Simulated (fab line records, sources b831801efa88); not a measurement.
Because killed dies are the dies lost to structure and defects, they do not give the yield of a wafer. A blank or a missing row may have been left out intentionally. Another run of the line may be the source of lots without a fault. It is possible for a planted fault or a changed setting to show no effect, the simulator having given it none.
A single fault, viewed from 2 desks    flow gf180mcu    each desk holds nothing but its own numbers, with what lay behind them at the end

AT THE METROLOGY DESK
Lot by lot, what the gauges showed, no matter which tool ran the lot: averages of those sampled wafers that carry a number. If a lot's mean is further than 4 standard deviations from the usual mean, the lot is out of limits and carries the mark OUT (the distance appears in the brackets).
Columns: A = cdNm at GF_SAB_CD_MEAS_09, usual 420.7 nm; B = SAB_OVL at GF_SAB_OVL_MEAS_10, usual -0.8 nm; C = SALICIDE_TIN_RS at GF_SALICIDE_RS_MEAS_04, usual 16.3 ohm/sq; D = SALICIDE_TIN_THK at GF_SALICIDE_THK_MEAS_05, usual 19.78 nm
lot   first seen here  A      B     C               D
L939  day 17 11:32     423.0  -0.2  17.1            20.11
L942  day 18 19:11     424.5  -3.7  16.1            19.56
L952  day 22 14:19     419.0  -1.8  24.9 (+26) OUT  19.27
L953  day 22 18:59     421.3  -1.9  23.6 (+22) OUT  19.71
L954  day 22 20:27     419.7  0.6   16.6            20.14
L955  day 23 05:37     420.4  -2.3  16.7            20.24
This desk's result: L952, L953 out of limits, first on L952 (SALICIDE_TIN_RS at GF_SALICIDE_RS_MEAS_04), day 22 14:55. In limits: L939, L942, L954, L955.

AT THE TOOL OWNER'S DESK: pvdSputter-04
The tool's own readings at GF_SALICIDE_SPUTTER_02 (material Co, target thk 10 nm, time 20 s): means of the sampled wafers that have a number, for each lot that ran on this tool. If a lot's mean is further than 4 standard deviations from the usual mean, the lot is out of limits and carries the mark OUT (the distance appears in the brackets).
Columns: A = throttleValvePct at GF_SALICIDE_SPUTTER_02, usual 30.2 %
lot   first seen here  A
L942  day 18 19:41     29.8
L952  day 22 14:50     30.2
L953  day 22 19:29     30.0
This desk's verdict: no lot among the 3 shows anything out of limits.

BROUGHT TOGETHER
An alarm was possible from the metrology desk at day 22 14:55, on L952, L953.
The tool owner's desk saw nothing out of limits.
The tool owner's desk has L952, L953 on record, within its limits.
On pvdSputter-04, each named lot ran GF_SALICIDE_SPUTTER_02.

WHAT HAD BEEN PUT IN BY THE SIMULATOR
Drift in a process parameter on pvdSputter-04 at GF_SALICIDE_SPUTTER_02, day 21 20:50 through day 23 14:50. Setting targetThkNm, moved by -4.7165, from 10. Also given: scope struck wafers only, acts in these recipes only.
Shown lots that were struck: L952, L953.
Delay in hours, fault start to first out-of-limits reading, per desk: metrology desk 18.
